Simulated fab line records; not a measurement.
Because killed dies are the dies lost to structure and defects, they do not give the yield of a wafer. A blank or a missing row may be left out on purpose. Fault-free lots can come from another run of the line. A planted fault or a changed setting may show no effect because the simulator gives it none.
One fault seen from 2 desks    flow sky130    what lay behind the numbers comes last; until then each desk has only its own

## AT THE TOOL OWNER'S DESK: lpcvd-02
The tool's own readings at SKY_SPACER_CVD_00 (deposits Si3N4 from DCS/NH3, target thk 43.1 nm, time 740 s): means of the sampled wafers that have a number, for each lot that ran on this tool. If a lot's mean is further than 4 standard deviations from the usual mean, the lot is out of limits and carries the mark OUT (the distance appears in the brackets).
Columns: A = pressure_mtorr at SKY_SPACER_CVD_00, usual 249.9 mTorr
lot   first seen here  A
L263  day 22 14:37     249.8
L265  day 24 03:37     250.0
L266  day 24 06:10     249.6
L269  day 25 05:35     250.1
L271  day 25 17:07     125.0 (-99 or more) OUT
L272  day 26 01:46     123.7 (-99 or more) OUT
L281  day 29 22:44     249.6
L282  day 29 22:44     249.3
L283  day 30 01:11     249.8
L285  day 30 10:55     250.2
L286  day 30 21:40     250.4
This desk's finding: out of limits on L271, L272; first on L271, day 25 17:07 (pressure_mtorr at SKY_SPACER_CVD_00). Within limits: L263, L265, L266, L269, L281, L282, L283, L285, L286.

## THE METROLOGY DESK
Means of the sampled wafers that have a number, per lot and without regard to the tool the lot ran on: this is what the gauges read. If a lot's mean is further than 4 standard deviations from the usual mean, the lot is out of limits and carries the mark OUT (the distance appears in the brackets).
Columns: A = NWELL_2_TW at SKY_NWELL_TW_MEAS_26, usual 497; B = VT_ADJUST_HVTR_OVL at SKY_VT_ADJUST_HVTR_OVL_MEAS_08, usual -0.5 nm; C = GATE_OXIDE_OVL at SKY_GATE_OXIDE_OVL_MEAS_10, usual -0.5 nm; D = SPACER_CVD_00_THK at SKY_SPACER_THK_MEAS_01, usual 43.1 nm
lot   first seen here  A    B     C     D
L263  day 5 04:08      497  -0.0  2.0   43.5
L265  day 5 20:47      493  -0.1  -0.2  42.9
L266  day 5 23:23      502  -1.4  -1.5  43.5
L269  day 6 19:25      498  -0.4  1.1   43.3
L271  day 7 03:37      497  1.0   -0.8  34.5 (-19) OUT
L272  day 7 13:25      497  -0.2  -1.3  35.3 (-18) OUT
L281  day 10 01:56     499  0.4   -1.3  43.6
L282  day 10 03:13     493  0.4   -0.2  42.6
L283  day 10 11:20     491  -0.5  1.1   43.0
L285  day 10 19:26     500  1.0   -2.5  43.7
L286  day 11 03:40     500  -1.8  -0.9  43.3
Finding of this desk: L271, L272 out of limits, first seen on L271 at day 25 18:56 (SPACER_CVD_00_THK at SKY_SPACER_THK_MEAS_01). Within limits: L263, L265, L266, L269, L281, L282, L283, L285, L286.

## TAKEN TOGETHER
An alarm could have come from the tool owner's desk at day 25 17:07, on L271, L272.
An alarm was possible from the metrology desk at day 25 18:56, on L271, L272.
Every lot named ran SKY_SPACER_CVD_00 on lpcvd-02.

## WHAT THE SIMULATOR HAD INSERTED
lpcvd-02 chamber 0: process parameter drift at SKY_SPACER_CVD_00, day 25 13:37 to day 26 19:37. Setting pressure_mtorr, moved by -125, from 250. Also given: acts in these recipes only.
Lots struck among those shown: L271, L272.
Counting hours from when the fault started, the first reading out of limits came at 4 for the tool owner's desk and at 5 for the metrology desk.
